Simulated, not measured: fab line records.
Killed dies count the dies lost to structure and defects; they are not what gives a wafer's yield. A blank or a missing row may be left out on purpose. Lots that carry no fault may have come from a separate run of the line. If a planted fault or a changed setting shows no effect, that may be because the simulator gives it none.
Which tool was responsible? + flow sky130 + Sampling: 9 lots, 27 wafers, 5 of 708 route steps

## WHAT THE GAUGES SHOWED, per wafer
SKY_METAL2_THK_MEAS_06: measures by xrf.
| lot  | measured     | on            | METAL2_ALCU_THK (nm)    |
|------|--------------|---------------|-------------------------|
| L839 | day 35 01:19 | film-metro-04 | 257 258 248             |
| L844 | day 38 05:20 | film-metro-02 | 251 248 249             |
| L849 | day 38 15:10 | film-metro-04 | 293 287 290 293 287 289 |
| L848 | day 38 13:09 | film-metro-02 | 289 286 293 287 285 294 |
| L845 | day 38 12:30 | film-metro-02 | 290 290 293 292 288 298 |
| L850 | day 38 11:11 | film-metro-02 | 252 254 253             |
| L854 | day 39 06:58 | film-metro-02 | 254 252 256             |
| L855 | day 39 19:41 | film-metro-02 | 254 250 254             |
| L859 | day 41 15:07 | film-metro-03 | 253 260 252             |

## WHICH TOOL RAN EACH LOT (tool, then ch and the chambers of the sampled wafers, then the start)
| lot  | SKY_METAL1_STRIP_20                  | SKY_VIA1_ETCH_14                   | SKY_VIA1_SPUTTER_20          | SKY_METAL2_SPUTTER_04        |
|------|--------------------------------------|------------------------------------|------------------------------|------------------------------|
| L839 | plasma-asher-01 ch 0,1, day 33 20:22 | rie-diel-01 ch 0,2, day 34 23:43   | pvd-sputter-03, day 35 00:24 | pvd-sputter-04, day 35 01:07 |
| L844 | plasma-asher-03 ch 0,1, day 37 00:07 | rie-diel-04 ch 0,3, day 38 03:43   | pvd-sputter-01, day 38 04:26 | pvd-sputter-04, day 38 05:10 |
| L849 | plasma-asher-02 ch 0,1, day 37 05:19 | rie-diel-02 ch 0,2,3, day 38 08:37 | pvd-sputter-02, day 38 09:17 | pvd-sputter-04, day 38 10:02 |
| L848 | plasma-asher-03 ch 0,1, day 37 05:56 | rie-diel-04 ch 0,2,3, day 38 09:14 | pvd-sputter-03, day 38 09:56 | pvd-sputter-03, day 38 10:40 |
| L845 | plasma-asher-02 ch 1, day 37 06:16   | rie-diel-01 ch 0,1, day 38 08:58   | pvd-sputter-01, day 38 09:38 | pvd-sputter-02, day 38 10:22 |
| L850 | plasma-asher-02 ch 0,1, day 37 06:35 | rie-diel-02 ch 0,1,3, day 38 09:35 | pvd-sputter-03, day 38 10:17 | pvd-sputter-04, day 38 11:01 |
| L854 | plasma-asher-01 ch 0,1, day 38 02:33 | rie-diel-01 ch 0,1,3, day 39 05:23 | pvd-sputter-01, day 39 06:04 | pvd-sputter-04, day 39 06:47 |
| L855 | plasma-asher-01 ch 0,1, day 38 15:42 | rie-diel-04 ch 1,2,3, day 39 18:07 | pvd-sputter-02, day 39 18:47 | pvd-sputter-02, day 39 19:31 |
| L859 | plasma-asher-01 ch 0,1, day 40 12:10 | rie-diel-02 ch 0,1,3, day 41 13:28 | pvd-sputter-03, day 41 14:13 | pvd-sputter-03, day 41 14:56 |
- SKY_METAL1_STRIP_20: strips in O2/N2.
- SKY_VIA1_ETCH_14: etches BARC in N2/H2, stops on SiO2, time 45.9 s, target depth 60 nm.
- SKY_VIA1_SPUTTER_20: material TiN, target thk 20 nm, time 80 s.
- SKY_METAL2_SPUTTER_04: material TiN, target thk 70 nm, time 58.3 s.

## THE ANSWER, worked out from the rows above alone
Rule: the lots themselves supply what counts as usual. The widest of any qualifying gaps counts: lots, ordered by their means at a reading, are off when they make up no more than a third of the lots, leave a main group of 4 or more, and stand apart from it by 3 or more times the standard deviation of that group's means. The tables above print the reading to a certain number of digits; a main group whose means all agree to those digits is not used. Also off: a lot with no number at a reading for which 4 or more lots have one. All remaining lots with rows at the step are treated as sound.
Off: L849, L848, L845, seen at SKY_METAL2_THK_MEAS_06 (METAL2_ALCU_THK). Main group: mean 253 nm, sd 1.8.
A tool fits if, at a process step before that reading, it ran every lot that is off, and no sound lot after the first of them. Those tools and the gauges at SKY_METAL2_THK_MEAS_06 are tried in the same way. No candidate that was tried fits.

## WHAT THE SIMULATOR PUT IN
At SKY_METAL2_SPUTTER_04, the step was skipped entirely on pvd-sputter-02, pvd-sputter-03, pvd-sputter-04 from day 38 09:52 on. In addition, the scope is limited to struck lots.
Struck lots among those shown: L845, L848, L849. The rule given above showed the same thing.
